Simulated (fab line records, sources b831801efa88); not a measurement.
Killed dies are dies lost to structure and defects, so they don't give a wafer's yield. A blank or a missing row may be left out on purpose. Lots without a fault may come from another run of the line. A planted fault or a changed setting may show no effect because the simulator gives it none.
A struck lot beside a sound one | flow sfq_line | 42 steps out of a route of 325
Sound: wafers L891.2, L891.3, L891.6. Struck: wafers L889.3, L889.5, L889.6. The cause comes at the end.
At each step with rows: each side's tool, then ch and its chambers, then its first start. Under that, the readings that differ: sound wafers | struck wafers | difference of the means | sigmas: that difference in standard deviations of wafers without a fault.
alike: readings whose means differ by less than 2 such deviations, and words and numbers that are the same on both sides. not compared: withheld readings, readings that some wafer has no value for, bounds like >300 that may hide the same value, and numbers for which the record gives no deviation and whose values overlap.
The two part at a step that has a row with sigmas, a row that says differs or no value, or rows on one side only. Numbers that don't overlap but have no deviation are shown without sigmas and don't part them. A reading that every wafer of one side lacks parts them only if that side has two wafers or more.

first, 6 steps without rows for these wafers: SFQ_TRILAYER_I1_VIA_LITHO_COAT_054 (resist thk 62 nm); SFQ_TRILAYER_I1_VIA_LITHO_COAT_049 (resist thk 650 nm); SFQ_TRILAYER_I1_VIA_LITHO_SOFTBAKE_053; SFQ_TRILAYER_I1_VIA_LITHO_EXPOSE_050 (exposes mask I1, target cd 500 nm); SFQ_TRILAYER_I1_VIA_LITHO_PEB_052 (peb time 60 s); SFQ_TRILAYER_I1_VIA_LITHO_DEVELOP_051 (time 60 s).
SFQ_I1_OVL_MEAS_913:
  sound on overlay-01, day 37 00:29; struck on overlay-01, day 36 18:29
  alike: I1_OVL
then, 1 step without rows for these wafers: SFQ_TRILAYER_I1_VIA_BARC_OPEN_VIA_ETCH_071 (etches BARC in O2, target depth 125 nm, time 41.7 s).
SFQ_TRILAYER_I1_VIA_ETCH_VIA_ETCH_052: etches SiO2 in CHF3, stops on Nb, target depth 260 nm.
  sound on rie_diel-02 ch 0,2, day 37 00:33; struck on rie_diel-02 ch 2,3, day 36 18:33
  alike: drypump_motor_current_A, oes_product_au
SFQ_TRILAYER_I1_VIA_STRIP_STRIP_053: strips in O2.
  sound on rie_metal-01 ch 0,1, day 37 00:40; struck on rie_metal-03 ch 0,1, day 36 18:52
  alike: drypump_motor_current_A, oes_product_au
  not compared: rf_hours_counter_h
then, 2 steps without rows for these wafers: SFQ_TRILAYER_I1_VIA_STRIP_SOLV_CLEAN_054 (cleans in NMP, time 600 s); SFQ_TRILAYER_M2_DEP_PRE_CLEAN_056 (time 22.5 s).
SFQ_TRILAYER_M2_DEP_SPUTTER_055: material Nb, target thk 200 nm, time 133.3 s.
  sound on pvd_sputter-05, day 37 01:29; struck on pvd_sputter-03, day 36 19:28
  reading                                             | sound           | struck            | difference | sigmas
  model.Nb_of_TRILAYER_M2_DEP_SPUTTER_055.thk_nm (nm) | 202.1 200.8 201 | 60.03 62.25 62.66 | -139.65    |
  alike: base_pressure_pa, throttle_valve_pct
SFQ_M2_RS_MEAS_914: measures by four-point-probe.
  sound on film_metro-04, day 37 01:35; struck on film_metro-01, day 36 19:35
  reading           | sound             | struck            | difference | sigmas
  M2_NB_RS (ohm/sq) | 0.881 0.887 0.888 | 3.050 2.939 2.907 | +2.080     | +99 or more
then, 6 steps without rows for these wafers: SFQ_TRILAYER_M2_LITHO_COAT_062 (resist thk 62 nm); SFQ_TRILAYER_M2_LITHO_COAT_057 (resist thk 600 nm); SFQ_TRILAYER_M2_LITHO_SOFTBAKE_061; SFQ_TRILAYER_M2_LITHO_EXPOSE_058 (exposes mask M2, target cd 500 nm); SFQ_TRILAYER_M2_LITHO_PEB_060 (peb time 60 s); SFQ_TRILAYER_M2_LITHO_DEVELOP_059 (time 60 s).
-- the record jumps here: 5 days lie between the struck wafers' starts before and after --
SFQ_M2_OVL_MEAS_916:
  sound on overlay-01, day 42 11:55; struck on overlay-02, day 42 07:08
  alike: M2_OVL
then, 1 step without rows for these wafers: SFQ_TRILAYER_M2_BARC_OPEN_METAL_ETCH_077 (etches BARC in O2, target depth 125 nm, time 41.7 s).
SFQ_TRILAYER_M2_ETCH_METAL_ETCH_060: etches Nb in Cl2/Ar, stops on SiO2, target depth 240 nm, time 120 s.
  sound on rie_metal-03 ch 0,1, day 42 12:01; struck on rie_metal-03 ch 0,1, day 42 07:15
  reading               | sound             | struck            | difference | sigmas
  oes_product_au (a.u.) | 0.901 0.900 0.903 | 0.530 0.536 0.536 | -0.367     | -61
  alike: drypump_motor_current_A
  not compared: rf_hours_counter_h
SFQ_TRILAYER_M2_STRIP_STRIP_061: strips in O2.
  sound on rie_metal-03 ch 0,1, day 42 12:08; struck on rie_metal-03 ch 0,1, day 42 07:32
  alike: drypump_motor_current_A, oes_product_au
  not compared: rf_hours_counter_h
then, 2 steps without rows for these wafers: SFQ_TRILAYER_M2_STRIP_SOLV_CLEAN_062 (cleans in NMP, time 600 s); SFQ_TRILAYER_I2_DEP_PECVD_063 (deposits SiO2 from SiH4/N2O, time 111.11 s, target thk 500 nm).
SFQ_TRILAYER_I2_CMP_CMP_064: polishes SiO2.
  sound on cmp-02 ch 0,1,2, day 42 13:59; struck on cmp-02 ch 0,1,2, day 42 09:22
  reading                      | sound             | struck            | difference | sigmas
  retaining_ring_pressure_frac | 1.008 1.009 0.997 | 0.997 0.994 0.989 | -0.011     | -2
  alike: motor_current_A, slurry_flow_ml_min, time_to_endpoint_s
SFQ_I2_BOW_MEAS_917:
  sound on film_metro-02, day 42 16:01; struck on film_metro-02, day 42 11:24
  alike: I2_BOW
SFQ_TRILAYER_I2_METRO_MEASURE_065:
  sound on film_metro-02, day 42 16:19; struck on film_metro-02, day 42 11:53
  alike: thk_nm
then, 6 steps without rows for these wafers: SFQ_TRILAYER_I2_VIA_LITHO_COAT_072 (resist thk 62 nm); SFQ_TRILAYER_I2_VIA_LITHO_COAT_067 (resist thk 650 nm); SFQ_TRILAYER_I2_VIA_LITHO_SOFTBAKE_071; SFQ_TRILAYER_I2_VIA_LITHO_EXPOSE_068 (exposes mask I2, target cd 500 nm); SFQ_TRILAYER_I2_VIA_LITHO_PEB_070 (peb time 60 s); SFQ_TRILAYER_I2_VIA_LITHO_DEVELOP_069 (time 60 s).
-- the record jumps here: 6 days lie between the struck wafers' starts before and after --
SFQ_I2_OVL_MEAS_918:
  sound on overlay-01, day 48 10:43; struck on overlay-01, day 48 04:36
  alike: I2_OVL
then, 5 steps without rows for these wafers: SFQ_TRILAYER_I2_VIA_BARC_OPEN_VIA_ETCH_096 (etches BARC in O2, target depth 125 nm, time 40.49 s); SFQ_TRILAYER_I2_VIA_ETCH_VIA_ETCH_070 (etches SiO2 in CHF3, stops on Nb, target depth 260 nm); SFQ_TRILAYER_I2_VIA_STRIP_STRIP_071 (strips in O2); SFQ_TRILAYER_I2_VIA_STRIP_SOLV_CLEAN_072 (cleans in NMP, time 600 s); SFQ_TRILAYER_M3_DEP_PRE_CLEAN_074 (time 22.5 s).
-- the record jumps here: 42 days lie between the struck wafers' starts before and after --
SFQ_M8_BOW_MEAS_951:
  sound on film_metro-04, day 90 16:45; struck on film_metro-04, day 90 07:03
  reading                 | sound                | struck            | difference | sigmas
  M8_BOW (um)             | 9 11 3               | 39 33 29          | +26        | +2
  model.etest.m2.ohm_um   | 1.772 1.785 1.781    | 5.928 5.727 5.692 | +4.003     |
  model.etest.i1.link_ohm | 1.952 1.952 1.949    | 4.465 4.346 4.329 | +2.429     |
  model.etest.m2.ohm_sq   | 0.8808 0.8866 0.8858 | 2.966 2.86 2.841  | +2.005     |
  model.etest.i2.link_ohm | 1.954 1.948 1.964    | 4.014 3.91 3.89   | +1.983     |

WHERE THEY PART
First at SFQ_M2_RS_MEAS_914; last, within this record, at SFQ_M8_BOW_MEAS_951.

WHY: what the simulator had put in
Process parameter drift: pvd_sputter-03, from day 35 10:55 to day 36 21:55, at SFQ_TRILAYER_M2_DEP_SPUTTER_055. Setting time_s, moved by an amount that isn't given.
